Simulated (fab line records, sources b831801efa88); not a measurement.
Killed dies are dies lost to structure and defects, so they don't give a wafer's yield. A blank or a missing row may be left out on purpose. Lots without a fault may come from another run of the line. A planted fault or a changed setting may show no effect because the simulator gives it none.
Problem report in the 8D (eight disciplines) form, filled by code | flow sky130 | the parts of the form that need people (team, actions taken, sign-off) are left out

1. THE PROBLEM
cd_nm at SKY_SD_N_CD_MEAS_07 reads a mean of 417.9 nm on 3 wafers of 3 lots; wafers without a fault read 379.8 nm with a standard deviation of 2.7. That is +14 standard deviations from the usual mean.
The step: target cd 380 nm.
First seen on wafer L858.5, day 32 00:50, on cd_sem-02. The record holds 31 wafers of 11 lots with a number at this step. Rule for "out", or "out of limits": more than 4 standard deviations from the usual mean. The other wafers with a number count as sound.

2. WHAT IT IS AND WHAT IT IS NOT
question                    | is                     | is not
which readings at this step | cd_nm                  | -
which lots                  | L858, L859, L861       | L846, L848, L849, L850, L851, L863, L867, L868
which wafers of those lots  | L858.5, L859.5, L861.2 | L858.3, L859.3, L861.1, L861.3
read on which gauges        | cd_sem-02              | cd_sem-01
when                        | from day 32 00:50      | up to then (16 sound wafers); but 12 sound wafers of L859, L861, L863, L867, L868 came after

3. SUSPECTS, AND WHAT RULES EACH OUT
Counting: a tool at a process step up to the reading stays a suspect if it ran every lot that is out. Sound lots after the first of them don't rule it out here, since some wafers of a struck lot are sound.
- the gauge at SKY_SD_N_CD_MEAS_07: ruled out. All the wafers that are out were read on cd_sem-02, but those of them that SKY_SD_N_STRIP_11 has rows for are out there too, on other tools.
- litho_track-03 at SKY_SD_N_COAT_02 (resist thk 1140 nm): kept. It ran every lot that is out, first L858 (day 31 12:10).
Left after counting: litho_track-03 at SKY_SD_N_COAT_02.

4. THE CAUSE (what the simulator had put in)
Process parameter drift: litho_track-03, from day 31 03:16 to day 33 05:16, at SKY_SD_N_COAT_02. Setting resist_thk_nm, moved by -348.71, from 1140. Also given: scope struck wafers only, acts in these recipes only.
Counting left only this tool.

5. THE CHAIN OF EFFECTS, in route order
Each row: a reading whose mean over the struck wafers that have a number lies more than 3 standard deviations from the usual. Only readings for which the record gives a usual standard deviation are gone through. hours: the time from each lot's start at the first step in this table that gives one to its start at this step, as a median over the lots. sigmas: the change in usual standard deviations.
hours | step                | reading                  | usual      | on struck wafers | change | sigmas
0     | SKY_SD_N_CD_MEAS_07 | cd_nm                    | 379.8 nm   | 417.9            | +38.1  | +14
0     | SKY_SD_N_STRIP_11   | oes_product_au           | 0.527 a.u. | 0.483            | -0.044 | -10
0     | SKY_SD_N_STRIP_11   | strip_time_to_endpoint_s | 22.57 s    | 18.63            | -3.94  | -99
The process steps in it:
- SKY_SD_N_STRIP_11: strips in O2/N2.

6. WHAT WOULD HAVE CAUGHT IT SOONER
In this record the first reading out of limits at a measuring or inspecting step was taken at day 32 00:50, 22 hours after the fault began at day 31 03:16.
Of the tool readings at SKY_SD_N_COAT_02 for which the record gives a usual standard deviation, none was out on any struck wafer, so an alarm limit of 4 standard deviations on them would not have fired.
Of the lots that are out (3), L859, L861 began SKY_SD_N_COAT_02 on litho_track-03 after day 32 00:50. A hold on the tool at that time would have spared those 2.
